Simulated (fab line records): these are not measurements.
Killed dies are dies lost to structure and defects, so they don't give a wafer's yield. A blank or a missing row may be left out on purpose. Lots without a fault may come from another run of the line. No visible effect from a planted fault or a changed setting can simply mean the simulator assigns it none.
Tool commonality check :: flow gf180mcu :: Lots sampled 11, wafers sampled 33

== WHY THIS WAS OPENED ==
At GF_MVPSD_TW_MEAS_11 the reading MVPSD_TW is flagged on 2 of 11 lots. No-fault wafers: 550, standard deviation 4.9.
Rule: a lot is flagged in two cases, either no wafer of it has a number, or all its wafers with numbers fall more than 4 standard deviations from that mean. As for the other lots, they are considered sound.

lot: L116
measured: day 5 08:49
on: film-metro-02
MVPSD_TW, wafer by wafer: 544 546 544
flag: 

lot: L118
measured: day 5 23:34
on: film-metro-04
MVPSD_TW, wafer by wafer: 546 544 545
flag: 

lot: L122
measured: day 7 01:02
on: film-metro-03
MVPSD_TW, wafer by wafer: 554 557 559
flag: 

lot: L124
measured: day 7 11:37
on: film-metro-04
MVPSD_TW, wafer by wafer: 548 548 550
flag: 

lot: L126
measured: day 8 02:25
on: film-metro-02
MVPSD_TW, wafer by wafer: 1672 1675 1673
flag: FLAGGED

lot: L131
measured: day 9 05:58
on: film-metro-03
MVPSD_TW, wafer by wafer: 1707 1694 1701
flag: FLAGGED

lot: L133
measured: day 9 23:36
on: film-metro-02
MVPSD_TW, wafer by wafer: 543 545 544
flag: 

lot: L134
measured: day 10 01:23
on: film-metro-04
MVPSD_TW, wafer by wafer: 549 552 548
flag: 

lot: L135
measured: day 10 06:27
on: film-metro-03
MVPSD_TW, wafer by wafer: 562 557 558
flag: 

lot: L136
measured: day 10 13:49
on: film-metro-02
MVPSD_TW, wafer by wafer: 547 545 549
flag: 

lot: L137
measured: day 10 20:27
on: film-metro-03
MVPSD_TW, wafer by wafer: 560 556 561
flag: 
Flagged lots average 1687: +1137 relative to the usual, that is +99 or more standard deviations.

== WHICH TOOL EACH LOT WENT THROUGH ==
Before the reading, the record contains 3 process steps out of a 602-step route. In each cell: the tool, then ch and the chambers that the sampled wafers went through, then the start.
lot: L116
flag: 
GF_NWELL_STRIP_10: plasma-asher-03 ch 0,1, day 3 10:58
GF_MVSD_COAT_02: litho-track-01 ch 0, day 4 08:19
GF_MVSD_STRIP_10: plasma-asher-04 ch 0,1, day 4 16:41

lot: L118
flag: 
GF_NWELL_STRIP_10: plasma-asher-04 ch 0, day 4 00:00
GF_MVSD_COAT_02: litho-track-01 ch 0, day 5 00:08
GF_MVSD_STRIP_10: plasma-asher-04 ch 0,1, day 5 07:04

lot: L122
flag: 
GF_NWELL_STRIP_10: plasma-asher-03 ch 0,1, day 4 22:20
GF_MVSD_COAT_02: litho-track-02 ch 0, day 5 22:21
GF_MVSD_STRIP_10: plasma-asher-01 ch 0,1, day 6 06:56

lot: L124
flag: 
GF_NWELL_STRIP_10: plasma-asher-03 ch 0,1, day 5 08:21
GF_MVSD_COAT_02: litho-track-02 ch 0, day 6 09:06
GF_MVSD_STRIP_10: plasma-asher-02 ch 1, day 6 18:04

lot: L126
flag: FLAGGED
GF_NWELL_STRIP_10: plasma-asher-04 ch 0,1, day 5 20:44
GF_MVSD_COAT_02: litho-track-02 ch 0, day 6 22:12
GF_MVSD_STRIP_10: plasma-asher-02 ch 0,1, day 7 07:29

lot: L131
flag: FLAGGED
GF_NWELL_STRIP_10: plasma-asher-04 ch 0,1, day 6 21:21
GF_MVSD_COAT_02: litho-track-02 ch 0, day 8 01:18
GF_MVSD_STRIP_10: plasma-asher-04 ch 1, day 8 10:49

lot: L133
flag: 
GF_NWELL_STRIP_10: plasma-asher-01 ch 0,1, day 7 13:07
GF_MVSD_COAT_02: litho-track-01 ch 0, day 8 17:02
GF_MVSD_STRIP_10: plasma-asher-04 ch 0,1, day 9 03:25

lot: L134
flag: 
GF_NWELL_STRIP_10: plasma-asher-04 ch 0,1, day 7 15:20
GF_MVSD_COAT_02: litho-track-01 ch 0, day 8 19:46
GF_MVSD_STRIP_10: plasma-asher-04 ch 0,1, day 9 05:29

lot: L135
flag: 
GF_NWELL_STRIP_10: plasma-asher-01 ch 0,1, day 7 19:54
GF_MVSD_COAT_02: litho-track-03 ch 0, day 9 00:13
GF_MVSD_STRIP_10: plasma-asher-04 ch 0,1, day 9 10:31

lot: L136
flag: 
GF_NWELL_STRIP_10: plasma-asher-03 ch 0,1, day 8 03:41
GF_MVSD_COAT_02: litho-track-01 ch 0, day 9 07:26
GF_MVSD_STRIP_10: plasma-asher-04 ch 0,1, day 9 17:28

lot: L137
flag: 
GF_NWELL_STRIP_10: plasma-asher-03 ch 0,1, day 8 07:56
GF_MVSD_COAT_02: litho-track-03 ch 0, day 9 12:46
GF_MVSD_STRIP_10: plasma-asher-04 ch 0,1, day 9 23:02
These steps, and what they do:
- GF_NWELL_STRIP_10: strips in O2/N2.
- GF_MVSD_COAT_02: resist thk 3000 nm.
- GF_MVSD_STRIP_10: strips in O2/N2.
- GF_MVPSD_TW_MEAS_11

== FLAGGED OVER TOTAL, TOOL BY TOOL (the gauges that took the reading come last) ==
step: GF_NWELL_STRIP_10
tool: plasma-asher-01
lots run: 2
flagged: 0
share of the flagged lots: none
sound lots run after its first flagged lot: -

step: GF_NWELL_STRIP_10
tool: plasma-asher-03
lots run: 5
flagged: 0
share of the flagged lots: none
sound lots run after its first flagged lot: -

step: GF_NWELL_STRIP_10
tool: plasma-asher-04
lots run: 4
flagged: 2
share of the flagged lots: all
sound lots run after its first flagged lot: 1 (L134)

step: GF_MVSD_COAT_02
tool: litho-track-01
lots run: 5
flagged: 0
share of the flagged lots: none
sound lots run after its first flagged lot: -

step: GF_MVSD_COAT_02
tool: litho-track-02
lots run: 4
flagged: 2
share of the flagged lots: all
sound lots run after its first flagged lot: 0

step: GF_MVSD_COAT_02
tool: litho-track-03
lots run: 2
flagged: 0
share of the flagged lots: none
sound lots run after its first flagged lot: -

step: GF_MVSD_STRIP_10
tool: plasma-asher-01
lots run: 1
flagged: 0
share of the flagged lots: none
sound lots run after its first flagged lot: -

step: GF_MVSD_STRIP_10
tool: plasma-asher-02
lots run: 2
flagged: 1
share of the flagged lots: some
sound lots run after its first flagged lot: 0

step: GF_MVSD_STRIP_10
tool: plasma-asher-04
lots run: 8
flagged: 1
share of the flagged lots: some
sound lots run after its first flagged lot: 5 (L133,L134,L135,L136,L137)

step: GF_MVPSD_TW_MEAS_11
tool: film-metro-02
lots run: 4
flagged: 1
share of the flagged lots: some
sound lots run after its first flagged lot: 2 (L133,L136)

step: GF_MVPSD_TW_MEAS_11
tool: film-metro-03
lots run: 4
flagged: 1
share of the flagged lots: some
sound lots run after its first flagged lot: 2 (L135,L137)

step: GF_MVPSD_TW_MEAS_11
tool: film-metro-04
lots run: 3
flagged: 0
share of the flagged lots: none
sound lots run after its first flagged lot: -

== WHAT THE TABLE ALLOWS ==
Table rows that saw every flagged lot: 2, namely plasma-asher-04 at GF_NWELL_STRIP_10 and litho-track-02 at GF_MVSD_COAT_02.
- plasma-asher-04 at GF_NWELL_STRIP_10: 2 of its 4 lots flagged. Lots that were sound ran on it after the first flagged one (L134); a persistent fault on the entire tool would not allow that.
- litho-track-02 at GF_MVSD_COAT_02: 2 of its 4 lots flagged. It ran its last sound lot, L124, at day 6 09:06 and its first flagged lot, L126, at day 6 22:12: a fault with its onset between the two fits.
What remains is a single tool, litho-track-02 at GF_MVSD_COAT_02.

== WHAT THE SIMULATOR HAD PUT IN ==
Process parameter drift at GF_MVSD_COAT_02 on litho-track-02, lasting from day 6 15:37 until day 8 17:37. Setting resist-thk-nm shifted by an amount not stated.
Shown lots that were struck: L126, L131. The rule given above showed the same thing.
